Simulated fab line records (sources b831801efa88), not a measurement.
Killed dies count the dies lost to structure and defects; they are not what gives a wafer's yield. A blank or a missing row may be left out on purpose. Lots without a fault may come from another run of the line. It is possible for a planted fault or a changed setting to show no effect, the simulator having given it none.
A struck lot beside a sound one	flow sky130	31 out of 708 route steps
Sound: wafers L209.1, L209.3, L209.6. Wafers L199.3, L199.4, L199.6 were the ones struck. At the end, the cause is stated.
At each step with rows: each side's tool, then ch and its chambers, then its first start. Under that, the readings that differ: sound wafers	struck wafers	difference of the means	sigmas: that difference in standard deviations of wafers without a fault.
alike: words and numbers the same on both sides, and readings whose means are apart by under 2 such deviations; not compared: readings that were withheld, readings missing a value for some wafer, numbers with overlapping values and no deviation given by the record, and bounds like >300 which may hide the same value.
Wherever a step has rows on one side only, a row that says differs or no value, or a row with sigmas, the two part there. Numbers that have no deviation but don't overlap get no sigmas and don't part them. Lack of a reading on every wafer of one side parts them only where that side has two or more wafers.

SKY_LI_CONTACT_OVL_MEAS_13:
  sound on overlay-01 at day 34 08:05; struck on overlay-01 at day 31 09:55
  alike: LI_CONTACT_OVL
SKY_LI_CONTACT_ETCH_14: etches BARC in N2/H2, stops on SiO2, time 45.9 s, target depth 60 nm.
  sound on rie diel-03 ch 0,2,3, day 34 08:07; struck on rie diel-03 ch 1,2, day 31 09:56
  alike: drypump motor current A, oes product au, throttle valve pct
  not compared: rf hours counter h
then, 4 steps without rows for these wafers: SKY_LI_CONTACT_ETCH_15 (etches PSG in C4F8/O2/Ar, stops on Si, target depth 600 nm); SKY_LI_CONTACT_STRIP_16 (strips in O2/N2); SKY_LI_CONTACT_CLEAN_17 (cleans in NMP, time 600 s); SKY_LI_CONTACT_PRE_CLEAN_18 (time 5.6 s).
SKY_LI_CONTACT_SPUTTER_19: material Ti, target thk 20 nm, time 106.37 s.
  sound on pvd sputter-04 at day 34 08:32; struck on pvd sputter-04 at day 31 10:23
  alike: cathode dc power W, throttle valve pct
then, 1 step without rows for these wafers: SKY_LI_CONTACT_SPUTTER_20 (material TiN, target thk 20 nm, time 80 s).
SKY_LI_CONTACT_CVD_21: deposits W, target thk 400 nm, time 120.56 s.
  sound on cvd w-02 ch 0,1, day 34 08:41; struck on cvd w-02 ch 0,1, day 31 10:34
  alike: heater power w
SKY_LI_CONTACT_RS_MEAS_22: measurement is done with a four-point probe.
  sound on film metro-03 at day 34 08:49; struck on film metro-01 at day 31 10:41
  alike: LI_CONTACT_W_RS
SKY_LI_CONTACT_THK_MEAS_23: measures by xrf.
  sound on film metro-03 at day 34 08:56; struck on film metro-01 at day 31 10:47
  alike: LI_CONTACT_W_THK
SKY_LI_CONTACT_CMP_24: polishes, stops on PSG, t overpolish 20 s, target thk 0 nm.
  sound on cmp-02 ch 2,3, day 34 08:59; struck on cmp-01 ch 0,1,3, day 31 11:11
  alike: motor current A, overpolish run s, time to endpoint s
SKY_LOCAL_INTERCONNECT_SPUTTER_00: material TiN, target thk 100 nm, time 83.3 s.
  sound on pvd sputter-02 at day 34 09:17; struck on pvd sputter-02 at day 31 11:23
reading	sound	struck	difference	sigmas
model.TiN_of_LOCAL_INTERCONNECT_SPUTTER_00.thk nm (nm)	98.11 100.1 99.39	104.6 105.2 105.6	+5.9	
  alike: cathode dc power W, throttle valve pct
SKY_LOCAL_INTERCONNECT_RS_MEAS_01: measurement is done with a four-point probe.
  sound on film metro-02 at day 34 09:21; struck on film metro-01 at day 31 11:29
reading	sound	struck	difference	sigmas
LOCAL_INTERCONNECT_TIN_RS (ohm/sq)	14.48 14.16 14.22	13.50 13.42 13.37	-0.86	-5
SKY_LOCAL_INTERCONNECT_THK_MEAS_02: measures by xrf.
  sound on film metro-02 at day 34 09:28; struck on film metro-01 at day 31 11:35
reading	sound	struck	difference	sigmas
LOCAL_INTERCONNECT_TIN_THK (nm)	98.9 101.1 100.2	105.0 106.2 106.9	+6.0	+5
then, 8 steps without rows for these wafers: SKY_LOCAL_INTERCONNECT_DEHYDRATE_03 (time 60 s); SKY_LOCAL_INTERCONNECT_HMDS_04 (prime time 60 s); SKY_LOCAL_INTERCONNECT_COAT_05 (resist thk 60 nm); SKY_LOCAL_INTERCONNECT_COAT_06 (resist thk 450 nm); SKY_LOCAL_INTERCONNECT_SOFTBAKE_07 (time 90 s); SKY_LOCAL_INTERCONNECT_EXPOSE_08 (exposes mask LI1M, target cd 170 nm); SKY_LOCAL_INTERCONNECT_PEB_09; SKY_LOCAL_INTERCONNECT_DEVELOP_10 (develop time 60 s).
SKY_LOCAL_INTERCONNECT_CD_MEAS_11: the cd target is 170 nm.
  sound on cd sem-02 at day 35 11:49; struck on cd sem-01 at day 32 14:35
  alike: cd nm
SKY_LOCAL_INTERCONNECT_OVL_MEAS_12:
  sound on overlay-02 at day 35 11:56; struck on overlay-01 at day 32 14:41
  alike: LOCAL_INTERCONNECT_OVL
SKY_LOCAL_INTERCONNECT_ETCH_13: etches BARC in N2/H2, stops on SiO2, time 45.9 s, target depth 60 nm.
  sound on rie metal-04 ch 1, day 35 11:58; struck on rie metal-01 ch 0,1, day 32 14:43
  alike: drypump motor current A, oes product au, throttle valve pct
  not compared: rf hours counter h
SKY_LOCAL_INTERCONNECT_METAL_ETCH_14: etches TiN in Cl2/BCl3, stops on PSG, target depth 110 nm, time 31.4 s.
  sound on rie metal-04 ch 1, day 35 12:02; struck on rie metal-01 ch 0,1, day 32 14:47
reading	sound	struck	difference	sigmas
oes product au (a.u.)	0.926 0.942 0.934	0.966 0.964 0.978	+0.035	+5
  alike: drypump motor current A, throttle valve pct
  not compared: rf hours counter h, model.LOCAL_INTERCONNECT.feature depth nm, model.etch.depth nm
then, 1 step without rows for these wafers: SKY_LOCAL_INTERCONNECT_STRIP_15 (strips in O2/N2).
SKY_LOCAL_INTERCONNECT_STRIP_16: strips in post etch residue remover, time 1200 s.
  sound on wet bench-01 ch 0, day 35 12:11; struck on wet bench-02 ch 3, day 32 14:55
reading	sound	struck	difference	sigmas
model.TiN_of_LOCAL_INTERCONNECT_SPUTTER_00.thk nm (nm)	97.69 99.71 98.97	104.2 104.7 105.2	+5.9	
  alike: temp c
then, 1 step without rows for these wafers: SKY_LOCAL_INTERCONNECT_CLEAN_17 (cleans in IPA, time 180 s).
-- a jump in the record: the struck wafers' starts before and after are 15 days apart (it breaks off in module LOCAL_INTERCONNECT and resumes in module PAD_OPEN, where the first step shown is number 708 of the route) --
SKY_PAD_OPEN_PROBE_99:
  sound on prober-01 at day 49 11:07; struck on prober-01 at day 47 10:49
reading	sound	struck	difference	sigmas
model.etest.res li.line ohm um	77.33 76.12 76.79	71.3 71.4 70.44	-5.7	
model.etest.res li.rs ohm sq	12.97 12.73 12.76	12.22 12.17 12.05	-0.67	
  alike: killed_at_M0_to_M3, killed_at_M4_up, killed at contacts, killed at front end, killed at other, killed dies, killed open, killed short

== WHERE THEY PART ==
Earliest at SKY_LOCAL_INTERCONNECT_RS_MEAS_01; latest, in this record, at SKY_LOCAL_INTERCONNECT_METAL_ETCH_14. Later steps at which nothing parts them and some readings are alike: SKY_LOCAL_INTERCONNECT_STRIP_16, SKY_PAD_OPEN_PROBE_99.

WHY: what the simulator had put in
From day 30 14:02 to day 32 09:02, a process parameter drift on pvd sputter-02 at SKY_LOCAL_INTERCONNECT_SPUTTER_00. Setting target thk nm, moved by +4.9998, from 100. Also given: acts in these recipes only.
